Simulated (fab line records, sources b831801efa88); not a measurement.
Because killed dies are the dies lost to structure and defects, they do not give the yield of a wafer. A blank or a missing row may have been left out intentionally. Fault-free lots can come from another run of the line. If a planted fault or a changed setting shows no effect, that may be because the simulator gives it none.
Which of the tools did it?	flow sfqLine	14 lots, 42 wafers sampled, at 2 steps of a route of 325

## WHAT THE GAUGES SHOWED, per wafer
SFQ_M2_RS_MEAS_914: uses a four-point probe to measure. Usual: M2_NB_RS 0.893 ohm/sq, standard deviation 0.0073.
lot	measured	on	M2_NB_RS (ohm/sq)	flag
L876	day 31 00:37	filmMetro-01	0.894 0.898 0.896	
L877	day 31 09:01	filmMetro-02	0.905 0.898 0.890	
L878	day 32 04:32	filmMetro-01	0.894 0.895 0.892	
L879	day 32 15:47	filmMetro-04	0.879 0.881 0.885	
L881	day 33 19:04	filmMetro-01	0.901 0.890 0.904	
L882	day 34 09:41	filmMetro-01	0.882 0.872 0.889	
L888	day 36 12:21	filmMetro-04	3.012 2.970 3.063	OFF
L889	day 36 19:33	filmMetro-01	3.049 2.907 3.033	OFF
L891	day 37 01:34	filmMetro-04	0.889 0.888 0.889	
L894	day 38 22:44	filmMetro-01	0.889 0.886 0.895	
L895	day 39 08:20	filmMetro-01	0.900 0.889 0.887	
L897	day 40 01:59	filmMetro-04	0.898 0.898 0.900	
L898	day 40 09:49	filmMetro-02	0.901 0.898 0.903	
L899	day 40 14:05	filmMetro-01	0.890 0.901 0.897	

## WHAT TOOL EACH LOT RAN ON (gives the tool, then ch and the chambers of the sampled wafers, and finally the start)
lot	SFQ_TRILAYER_M2_DEP_SPUTTER_055
L876	pvdSputter-04, day 31 00:32
L877	pvdSputter-04, day 31 08:56
L878	pvdSputter-04, day 32 04:26
L879	pvdSputter-04, day 32 15:42
L881	pvdSputter-03, day 33 18:59
L882	pvdSputter-03, day 34 09:34
L888	pvdSputter-03, day 36 12:16
L889	pvdSputter-03, day 36 19:28
L891	pvdSputter-05, day 37 01:29
L894	pvdSputter-05, day 38 22:39
L895	pvdSputter-03, day 39 08:15
L897	pvdSputter-03, day 40 01:52
L898	pvdSputter-04, day 40 09:40
L899	pvdSputter-05, day 40 13:59
- SFQ_TRILAYER_M2_DEP_SPUTTER_055: material Nb, target thk 200 nm, time 133.3 s.

## AS READ BY THE TOOLS THEMSELVES (means over the sampled wafers that have a number; for cases with no such wafer, the mark the record gives instead)
SFQ_TRILAYER_M2_DEP_SPUTTER_055. Usual: throttleValvePct reads 29.8 % (standard deviation 0.76).
lot	tool	throttleValvePct (%)	flag
L876	pvdSputter-04	30.3	
L877	pvdSputter-04	29.3	
L878	pvdSputter-04	29.8	
L879	pvdSputter-04	30.0	
L881	pvdSputter-03	30.1	
L882	pvdSputter-03	30.0	
L888	pvdSputter-03	29.9	
L889	pvdSputter-03	29.7	
L891	pvdSputter-05	29.3	
L894	pvdSputter-05	29.0	
L895	pvdSputter-03	29.7	
L897	pvdSputter-03	29.9	
L898	pvdSputter-04	29.9	
L899	pvdSputter-05	30.7	

## THE ANSWER, worked out from the rows above alone
Rule: a lot counts as off when the mean over its wafers that have a number is more than 3 standard deviations away from the usual mean. Also off: a lot with no number at a reading for which 4 or more lots have one. The other lots that the step has rows for count as sound. The gauges are gone through in route order, then the tools' own readings, and for those a lot's mean is taken as printed above. The first step at which some lot is off is used, and at that step the reading that is off furthest; a lot without a number counts as furthest.
Off: at SFQ_M2_RS_MEAS_914 (M2_NB_RS), L888, L889.
If a tool, at a process step before that reading, ran all the lots that are off and no sound lot after the first of them, it fits. Those tools and the gauges at SFQ_M2_RS_MEAS_914 are tried in the same way. Of those tried, none fits.

## WHAT THE SIMULATOR PUT IN
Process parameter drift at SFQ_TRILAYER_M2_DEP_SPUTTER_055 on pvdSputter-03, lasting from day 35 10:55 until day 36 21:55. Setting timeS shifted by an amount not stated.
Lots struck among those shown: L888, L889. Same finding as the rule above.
